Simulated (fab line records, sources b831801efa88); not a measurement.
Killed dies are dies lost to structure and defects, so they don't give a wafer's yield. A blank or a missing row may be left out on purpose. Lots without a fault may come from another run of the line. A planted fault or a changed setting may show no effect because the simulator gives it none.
Which tool did it? | flow gf180mcu | 13 lots, 39 wafers sampled, at 6 steps of a route of 602

WHAT THE GAUGES READ, wafer by wafer
GF_STI_THK_MEAS_02. Usual: STI_OXIDATION_THK 9.99 nm, standard deviation 0.2.
lot  | measured    | on            | STI_OXIDATION_THK (nm) | flag
L644 | day 1 11:31 | film_metro-03 | 9.77 9.95 9.99         |
L645 | day 1 16:31 | film_metro-02 | 9.75 9.72 9.82         |
L646 | day 1 21:31 | film_metro-04 | 9.79 9.84 9.78         |
L654 | day 3 14:51 | film_metro-04 | 9.99 10.20 10.09       |
L655 | day 3 18:56 | film_metro-04 | 9.75 9.86 9.79         |
L656 | day 3 23:31 | film_metro-04 | 10.16 10.10 10.07      |
L659 | day 4 14:32 | film_metro-04 | 9.93 9.85 9.76         |
L660 | day 4 19:53 | film_metro-02 | 9.67 9.75 9.43         |
L662 | day 5 05:31 | film_metro-02 | 10.43 10.37 10.48      |
L664 | day 5 15:31 | film_metro-02 | 10.15 10.08 10.04      |
L665 | day 6 00:13 | film_metro-03 | 10.07 10.05 10.07      |
L666 | day 6 05:35 | film_metro-04 | 9.79 9.95 10.16        |
L667 | day 6 10:25 | film_metro-03 | 9.86 9.93 9.91         |

GF_LVPWELL_TW_MEAS_11. Usual: LVPWELL_TW 565.5, standard deviation 2.4.
lot  | measured    | on            | LVPWELL_TW        | flag
L644 | day 3 21:13 | film_metro-03 | 563.1 567.0 565.3 |
L645 | day 4 02:49 | film_metro-04 | 565.4 565.5 565.8 |
L646 | day 4 08:25 | film_metro-01 | 565.0 568.1 565.4 |
L654 | day 6 06:33 | film_metro-04 | 542.3 542.6 542.5 | OFF
L655 | day 6 09:29 | film_metro-01 | 542.4 540.7 542.5 | OFF
L656 | day 6 14:15 | film_metro-01 | 563.6 563.9 566.7 |
L659 | day 7 07:40 | film_metro-04 | 563.1 562.1 565.3 |
L660 | day 7 13:55 | film_metro-01 | 568.6 565.2 569.8 |
L662 | day 8 10:36 | film_metro-01 | 566.3 564.4 567.4 |
L664 | day 8 15:43 | film_metro-03 | 564.2 563.1 563.6 |
L665 | day 8 21:43 | film_metro-04 | 568.3 567.0 565.5 |
L666 | day 9 05:55 | film_metro-01 | 563.7 566.1 567.8 |
L667 | day 9 11:25 | film_metro-04 | 565.1 564.0 566.4 |

GF_VT_IMPLANT_OVL_MEAS_07. Usual: VT_IMPLANT_OVL 1.4 nm, standard deviation 1.3.
lot  | measured     | on         | VT_IMPLANT_OVL (nm) | flag
L644 | day 5 16:16  | overlay-02 | 1.0 1.6 2.4         |
L645 | day 5 21:20  | overlay-02 | 0.7 2.0 0.9         |
L646 | day 6 02:46  | overlay-02 | 0.7 -0.4 1.5        |
L654 | day 8 05:31  | overlay-02 | 1.8 2.9 3.5         |
L655 | day 8 08:20  | overlay-01 | 0.8 0.0 2.2         |
L656 | day 8 14:22  | overlay-02 | 0.9 -0.6 0.1        |
L659 | day 9 10:01  | overlay-02 | 0.4 0.7 0.7         |
L660 | day 9 15:55  | overlay-01 | 0.2 2.9 1.6         |
L662 | day 10 13:28 | overlay-01 | 0.8 0.9 1.6         |
L664 | day 11 01:49 | overlay-02 | 2.2 1.6 1.2         |
L665 | day 11 01:58 | overlay-01 | 3.6 3.6 2.5         |
L666 | day 11 16:01 | overlay-01 | 2.3 1.9 1.0         |
L667 | day 11 18:31 | overlay-02 | 1.5 1.7 -0.1        |

GF_VT_IMPLANT_OVL_MEAS_40. Usual: VT_IMPLANT_03_OVL 0.3 nm, standard deviation 1.3.
lot  | measured     | on         | VT_IMPLANT_03_OVL (nm) | flag
L644 | day 7 12:34  | overlay-02 | -0.7 0.0 -1.7          |
L645 | day 7 18:31  | overlay-01 | 1.5 0.5 -1.6           |
L646 | day 7 23:58  | overlay-02 | 1.4 0.7 -1.8           |
L654 | day 10 07:40 | overlay-01 | 0.3 1.0 -0.3           |
L655 | day 10 09:08 | overlay-02 | 2.1 -0.8 0.8           |
L656 | day 10 20:22 | overlay-02 | 0.9 0.5 0.7            |
L659 | day 11 16:44 | overlay-01 | -1.9 -1.7 -1.4         |
L660 | day 11 20:52 | overlay-01 | -2.8 -0.8 -1.1         |
L662 | day 12 22:22 | overlay-01 | 1.3 0.0 -0.1           |
L664 | day 13 11:04 | overlay-02 | 1.1 -0.4 -0.6          |
L665 | day 13 13:13 | overlay-02 | -1.2 -0.2 1.8          |
L666 | day 14 03:49 | overlay-01 | 0.7 -0.8 -1.7          |
L667 | day 14 06:14 | overlay-02 | -0.5 -0.1 -0.2         |

GF_VT_IMPLANT_RS_MEAS_48: measures by four-point-probe. Usual: LVPWELL_RS 1197 ohm/sq, standard deviation 3.3.
lot  | measured     | on            | LVPWELL_RS (ohm/sq) | flag
L644 | day 7 13:19  | film_metro-04 | 1205 1204 1204      |
L645 | day 7 19:16  | film_metro-04 | 1200 1195 1196      |
L646 | day 8 00:42  | film_metro-03 | 1196 1200 1198      |
L654 | day 10 08:25 | film_metro-03 | 1372 1370 1368      | OFF
L655 | day 10 09:55 | film_metro-04 | 1370 1371 1368      | OFF
L656 | day 10 21:07 | film_metro-04 | 1200 1202 1201      |
L659 | day 11 17:29 | film_metro-04 | 1202 1201 1201      |
L660 | day 11 21:36 | film_metro-04 | 1194 1196 1195      |
L662 | day 12 23:06 | film_metro-01 | 1200 1198 1199      |
L664 | day 13 11:48 | film_metro-01 | 1201 1195 1197      |
L665 | day 13 13:57 | film_metro-01 | 1197 1194 1194      |
L666 | day 14 04:34 | film_metro-04 | 1201 1197 1195      |
L667 | day 14 06:59 | film_metro-01 | 1203 1198 1196      |

WHICH TOOL RAN EACH LOT (tool, then ch and the chambers of the sampled wafers, then the start)
lot  | GF_LVPWELL_IMPLANT_09
L644 | implanter-03 ch 0, day 3 20:58
L645 | implanter-03 ch 0, day 4 02:35
L646 | implanter-03 ch 0, day 4 08:10
L654 | implanter-03 ch 0, day 6 06:18
L655 | implanter-03 ch 0, day 6 09:17
L656 | implanter-02 ch 0, day 6 14:00
L659 | implanter-02 ch 0, day 7 07:26
L660 | implanter-01 ch 0, day 7 13:40
L662 | implanter-01 ch 0, day 8 10:21
L664 | implanter-01 ch 0, day 8 15:28
L665 | implanter-02 ch 0, day 8 21:28
L666 | implanter-02 ch 0, day 9 05:40
L667 | implanter-01 ch 0, day 9 11:11
- GF_LVPWELL_IMPLANT_09

WHAT THE TOOLS THEMSELVES READ (means of the sampled wafers that have a number; where no wafer has one, the mark that the record gives instead)
GF_LVPWELL_IMPLANT_09. Usual: dose_ions_cm2 4.999e+12, standard deviation 6.6e+09; faraday_current_uA 28.2, standard deviation 0.58.
lot  | tool         | dose_ions_cm2 | faraday_current_uA | flag
L644 | implanter-03 | 5.004e+12     | 28.3               |
L645 | implanter-03 | 5.003e+12     | 28.4               |
L646 | implanter-03 | 4.995e+12     | 28.3               |
L654 | implanter-03 | 1.918e+12     | 10.8               | OFF
L655 | implanter-03 | 1.929e+12     | 10.7               | OFF
L656 | implanter-02 | 4.999e+12     | 28.4               |
L659 | implanter-02 | 4.989e+12     | 27.7               |
L660 | implanter-01 | 4.999e+12     | 28.5               |
L662 | implanter-01 | 4.994e+12     | 28.1               |
L664 | implanter-01 | 5.003e+12     | 28.6               |
L665 | implanter-02 | 4.990e+12     | 28.4               |
L666 | implanter-02 | 4.992e+12     | 28.1               |
L667 | implanter-01 | 4.998e+12     | 28.0               |

THE ANSWER, worked out from the rows above alone
Rule: a lot is off if the mean of its wafers that have a number lies more than 3 standard deviations from the usual mean. A lot without any number at a reading at which 4 lots or more have one is off too. The other lots that the step has rows for count as sound. The gauges are gone through in route order, then the tools' own readings, and for those a lot's mean is taken as printed above. The first step at which some lot is off is used, and at that step the reading that is off furthest; a lot without a number counts as furthest.
Off: L654, L655, at GF_LVPWELL_TW_MEAS_11 (LVPWELL_TW).
A tool fits if, at a process step before that reading, it ran every lot that is off, and no sound lot after the first of them. The gauges at GF_LVPWELL_TW_MEAS_11 aren't tried: what is off there is off at GF_LVPWELL_IMPLANT_09 too, on other tools, and a gauge's error can't cause that. One fits: implanter-03 at GF_LVPWELL_IMPLANT_09. Its last sound lot is L646 (day 4 08:10), its first lot that is off L654 (day 6 06:18): a fault that began between those two fits.
The tool's own readings at GF_LVPWELL_IMPLANT_09 bear it out: on the lots that are off they differ by more than 5 times the standard deviation of the sound lots' means. dose_ions_cm2 reads 1.924e+12 there against 4.997e+12 on the sound lots; faraday_current_uA reads 10.8 there against 28.3 on the sound lots.

WHAT THE SIMULATOR HAD PUT IN
Process parameter drift: implanter-03, from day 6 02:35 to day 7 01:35, at GF_LVPWELL_IMPLANT_09. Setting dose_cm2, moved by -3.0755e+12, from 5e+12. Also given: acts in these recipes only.
Lots struck among those shown: L654, L655. The rule above found the same.
